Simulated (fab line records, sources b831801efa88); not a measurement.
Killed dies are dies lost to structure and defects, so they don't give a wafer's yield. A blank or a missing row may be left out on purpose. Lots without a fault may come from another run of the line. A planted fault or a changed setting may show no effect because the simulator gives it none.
Chamber matching | flow gf180mcu | GF_V3_ETCH_16 on rie_diel-01: 4 sister chambers
The step etches BARC in N2/H2. 7 wafers are shown with their chamber, then 7 later ones without.

WAFERS WITH THEIR CHAMBER
wafer  | chamber | drypump_motor_current_A (A) | oes_product_au (a.u.)
L087.1 | 0       | 5.76                        | 0.853
L087.4 | 1       | 6.02                        | 0.849
L088.1 | 1       | 6.10                        | 0.844
L088.5 | 0       | 5.76                        | 0.854
L088.6 | 3       | 5.71                        | 0.849
L090.1 | 3       | 5.71                        | 0.858
L090.2 | 2       | 6.05                        | 0.861

WAFERS WITHOUT THEIR CHAMBER
wafer  | drypump_motor_current_A (A) | oes_product_au (a.u.)
L090.3 | 6.05                        | 0.848
L096.1 | 5.73                        | 0.841
L096.2 | 6.04                        | 0.858
L096.3 | 5.75                        | 0.854
L097.3 | 5.72                        | 0.855
L097.4 | 6.02                        | 0.850
L097.5 | 5.73                        | 0.864

WHICH CHAMBER EACH WENT THROUGH
wafer  | from the rows above     | in truth
L090.3 | 1                       | 1
L096.1 | can't be placed: 3 or 0 | 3
L096.2 | 2                       | 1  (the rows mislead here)
L096.3 | can't be placed: 0 or 3 | 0
L097.3 | can't be placed: 3 or 0 | 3
L097.4 | can't be placed: 1 or 2 | 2
L097.5 | can't be placed: 3 or 0 | 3
Placed correctly: 1 of 7. Can't be placed from these rows: 5 (the true chamber is among the candidates in 5). Placed wrongly: 1.
How it was worked out, from the rows above alone: a wafer's distance from a chamber is the root of the sum, over the readings, of the square of ((its reading less the chamber's mean) divided by the reading's scatter). The wafer belongs to the nearest chamber; if the next one is less than 2 further off, it can't be placed. A chamber's mean is the mean of its shown wafers. The scatter: the root of (the sum of the squares of (reading less its chamber's mean) over the shown wafers, divided by (wafers less chambers)).
